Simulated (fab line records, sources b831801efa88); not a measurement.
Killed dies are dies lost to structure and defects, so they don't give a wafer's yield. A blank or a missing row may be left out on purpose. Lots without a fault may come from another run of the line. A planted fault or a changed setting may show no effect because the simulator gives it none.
A struck lot beside a sound one | flow sky130 | 24 steps out of a route of 708
Sound: wafers L503.1, L503.3, L503.4. Struck: wafer L519.2. (L519.3 of the same lot was not struck and is left out.) The cause comes at the end.
At each step with rows: each side's tool, then ch and its chambers, then its first start. Under that, the readings that differ: sound wafers | struck wafers | difference of the means | sigmas: that difference in standard deviations of wafers without a fault.
alike: readings whose means differ by less than 2 such deviations, and words and numbers that are the same on both sides. not compared: withheld readings, readings that some wafer has no value for, bounds like >300 that may hide the same value, and numbers for which the record gives no deviation and whose values overlap.
The two part at a step that has a row with sigmas, a row that says differs or no value, or rows on one side only. Numbers that don't overlap but have no deviation are shown without sigmas and don't part them. A reading that every wafer of one side lacks parts them only if that side has two wafers or more.

SKY_VIA2_CMP_02: polishes SiO2.
  sound on cmp-01 ch 0,1,2, day 37 22:29; struck on cmp-01 ch 3, day 42 20:29
  alike: motor_current_A, platen_rpm, slurry_flow_ml_min
SKY_VIA2_BOW_MEAS_03:
  sound on film_metro-01, day 37 22:47; struck on film_metro-04, day 42 20:45
  alike: VIA2_BOW
then, 8 steps without rows for these wafers: SKY_VIA2_DEHYDRATE_04 (time 60 s); SKY_VIA2_HMDS_05 (prime time 60 s); SKY_VIA2_COAT_06 (resist thk 60 nm); SKY_VIA2_COAT_07 (resist thk 450 nm); SKY_VIA2_SOFTBAKE_08 (time 90 s); SKY_VIA2_EXPOSE_09 (exposes mask VIM2, target cd 200 nm); SKY_VIA2_PEB_10; SKY_VIA2_DEVELOP_11 (develop time 60 s).
SKY_VIA2_CD_MEAS_12: target cd 200 nm.
  sound on cd_sem-02, day 39 00:33; struck on cd_sem-01, day 43 20:52
  alike: cd_nm
SKY_VIA2_OVL_MEAS_13:
  sound on overlay-02, day 39 00:40; struck on overlay-01, day 43 20:59
  alike: VIA2_OVL
SKY_VIA2_ETCH_14: etches BARC in N2/H2, stops on SiO2, time 45.9 s, target depth 60 nm.
  sound on rie_diel-03 ch 1,2,3, day 39 00:43; struck on rie_diel-01 ch 0, day 43 21:01
  reading                                     | sound             | struck | difference | sigmas
  oes_product_au (a.u.)                       | 0.858 0.861 0.863 | 0.989  | +0.128     | +28
  run_length_s (s)                            | 74.2 73.3 74.0    | 53.5   | -20.3      | -36
  model.KrF-thick_of_VIA2_COAT_07.thk_nm (nm) | 394.2 394 391.8   | 412.8  | +19.5      |
  model.etch.depth_nm (nm)                    | 60.12 60.27 60.1  | 43.2   | -17.0      |
  model.VIA2.cd_nm (nm)                       | 200 202 200.4     | 196.3  | -4.5       |
  alike: drypump_motor_current_A, throttle_valve_pct
  not compared: rf_hours_counter_h
SKY_VIA2_ETCH_15: etches SiO2 in C4F8/O2/Ar, stops on TiN, target depth 546 nm, time 84 s.
  sound on rie_diel-03 ch 1,2,3, day 39 00:45; struck on rie_diel-01 ch 0, day 43 21:03
  reading                                     | sound             | struck | difference | sigmas
  oes_product_au (a.u.)                       | 0.933 0.943 0.943 | 0.374  | -0.566     | -99 or more
  model.KrF-thick_of_VIA2_COAT_07.thk_nm (nm) | 285.2 285.4 283   | 302.7  | +18.2      |
  alike: run_length_s
  not compared: rf_hours_counter_h
SKY_VIA2_STRIP_16: strips in O2/N2.
  sound on plasma_asher-01 ch 0,1, day 39 00:49; struck on plasma_asher-04 ch 1, day 43 21:07
  reading                      | sound             | struck | difference | sigmas
  strip_time_to_endpoint_s (s) | 4.083 4.076 4.052 | 4.254  | +0.184     | +9
  alike: drypump_motor_current_A, oes_product_au
  not compared: rf_hours_counter_h
then, 3 steps without rows for these wafers: SKY_VIA2_STRIP_17 (strips in post etch residue remover, time 1200 s); SKY_VIA2_CLEAN_18 (cleans in IPA, time 180 s); SKY_VIA2_CLEAN_19 (cleans in O3/DIW).
SKY_VIA2_SPUTTER_20: material TiN, target thk 20 nm, time 80 s.
  sound on pvd_sputter-02, day 39 01:27; struck on pvd_sputter-02, day 43 21:43
  alike: throttle_valve_pct
SKY_VIA2_CVD_21: deposits W, target thk 420 nm, time 126.4 s.
  sound on cvd_w-01 ch 0,1, day 39 01:31; struck on cvd_w-01 ch 0, day 43 21:47
  alike: heater_power_w
SKY_VIA2_CMP_24: polishes, stops on SiO2, t overpolish 20 s, target thk 0 nm.
  sound on cmp-01 ch 0,1,3, day 39 01:49; struck on cmp-01 ch 1, day 43 22:05
  reading                | sound      | struck | difference | sigmas
  time_to_endpoint_s (s) | 100 101 97 | 110    | +11        | +3
  alike: motor_current_A, overpolish_run_s, platen_rpm, slurry_flow_ml_min
SKY_METAL3_SPUTTER_00: material Ti, target thk 15 nm, time 10 s.
  the record has rows for the sound wafers here (pvd_sputter-04, day 39 02:07) and none for the struck ones
SKY_METAL3_SPUTTER_01: material TiN, target thk 20 nm, time 16.7 s.
  the record has rows for the sound wafers here (pvd_sputter-04, day 39 02:08) and none for the struck ones
SKY_METAL3_SPUTTER_02: material AlCu, target thk 735 nm, time 39.1 s.
  the record has rows for the sound wafers here (pvd_sputter-04, day 39 02:10) and none for the struck ones

WHERE THEY PART
First at SKY_VIA2_ETCH_14; last, within this record, at SKY_METAL3_SPUTTER_02.

WHY: what the simulator had put in
Process parameter drift: rie_diel-01, from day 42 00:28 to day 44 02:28, at SKY_VIA2_ETCH_14. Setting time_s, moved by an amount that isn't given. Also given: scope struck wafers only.
